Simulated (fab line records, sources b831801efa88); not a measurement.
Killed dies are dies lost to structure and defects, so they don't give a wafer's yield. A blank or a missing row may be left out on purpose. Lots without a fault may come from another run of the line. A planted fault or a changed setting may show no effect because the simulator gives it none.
Problem report in the 8D (eight disciplines) form, filled by code | flow gf180mcu | the parts of the form that need people (team, actions taken, sign-off) are left out

1. THE PROBLEM
chamber_pressure_mTorr at GF_M1_STRIP_17 reads a mean of 1199.7 mTorr on 3 wafers of 3 lots; wafers without a fault read 1500.1 mTorr with a standard deviation of 1.3. That is -99 or more standard deviations from the usual mean.
The step: strips in O2/N2.
First seen on wafer L287.6, day 19 02:08, on plasma_asher-04. The record holds 39 wafers of 15 lots with a number at this step. Rule for "out", or "out of limits": more than 4 standard deviations from the usual mean. The other wafers with a number count as sound.

2. WHAT IT IS AND WHAT IT IS NOT
question                    | is                                               | is not
which readings at this step | chamber_pressure_mTorr, strip_time_to_endpoint_s | drypump_motor_current_A, heater_power_w, n2_flow_sccm, oes_product_au
which lots                  | L287, L291, L292                                 | L283, L284, L285, L294, L295, L297, L298, L300, L301, L303, L304, L305
which wafers of those lots  | all that have a number                           | -
read on which tools         | plasma_asher-04                                  | plasma_asher-01, plasma_asher-03
when                        | from day 19 02:08                                | up to then (9 sound wafers); but 27 sound wafers of L294, L295, L297, L298, L300, L301, L303, L304, L305 came after

3. SUSPECTS, AND WHAT RULES EACH OUT
Counting: a tool at a process step up to the reading stays a suspect if it ran every lot that is out and no sound lot after the first of them.
- pvd_sputter-03 at GF_M1_SPUTTER_04 (material TiN, target thk 50 nm, time 41.7 s): ruled out as a lasting fault. Sound lots L294, L300, L303, L304, L305 ran on it after its first lot that is out, L287 (day 18 02:08).
- plasma_asher-04 at GF_M1_STRIP_17 (strips in O2/N2): kept. It ran every lot that is out, first L287 (day 19 02:08), and no sound lot after that; its last sound lot up to then is L285 (day 18 02:29). Its own readings are out on those wafers: chamber_pressure_mTorr, strip_time_to_endpoint_s.
Left after counting: plasma_asher-04 at GF_M1_STRIP_17.

4. THE CAUSE (what the simulator had put in)
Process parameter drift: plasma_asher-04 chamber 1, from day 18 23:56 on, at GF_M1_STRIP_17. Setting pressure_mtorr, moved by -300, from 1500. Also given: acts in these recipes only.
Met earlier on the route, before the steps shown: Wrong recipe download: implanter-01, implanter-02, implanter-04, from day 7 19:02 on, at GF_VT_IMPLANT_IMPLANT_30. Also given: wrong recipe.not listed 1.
Counting left only this tool.

5. THE CHAIN OF EFFECTS, in route order
Each row: a reading whose mean over the struck wafers that have a number lies more than 3 standard deviations from the usual. Only readings for which the record gives a usual standard deviation are gone through. hours: the time from each lot's start at the first step in this table that gives one to its start at this step, as a median over the lots. sigmas: the change in usual standard deviations.
hours | step           | reading                  | usual        | on struck wafers | change | sigmas
0     | GF_M1_STRIP_17 | chamber_pressure_mTorr   | 1500.1 mTorr | 1199.7           | -300.4 | -99 or more
0     | GF_M1_STRIP_17 | strip_time_to_endpoint_s | 7.87 s       | 8.40             | +0.53  | +11
The process steps in it:
- GF_M1_STRIP_17: strips in O2/N2.
Later measuring or inspecting steps at which every struck wafer that the step has a row for has a number for every such reading, and none has moved that far: GF_V1_OVL_MEAS_15.

6. WHAT WOULD HAVE CAUGHT IT SOONER
In this record the first reading out of limits was taken at day 19 02:08, 2 hours after the fault began at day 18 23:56.
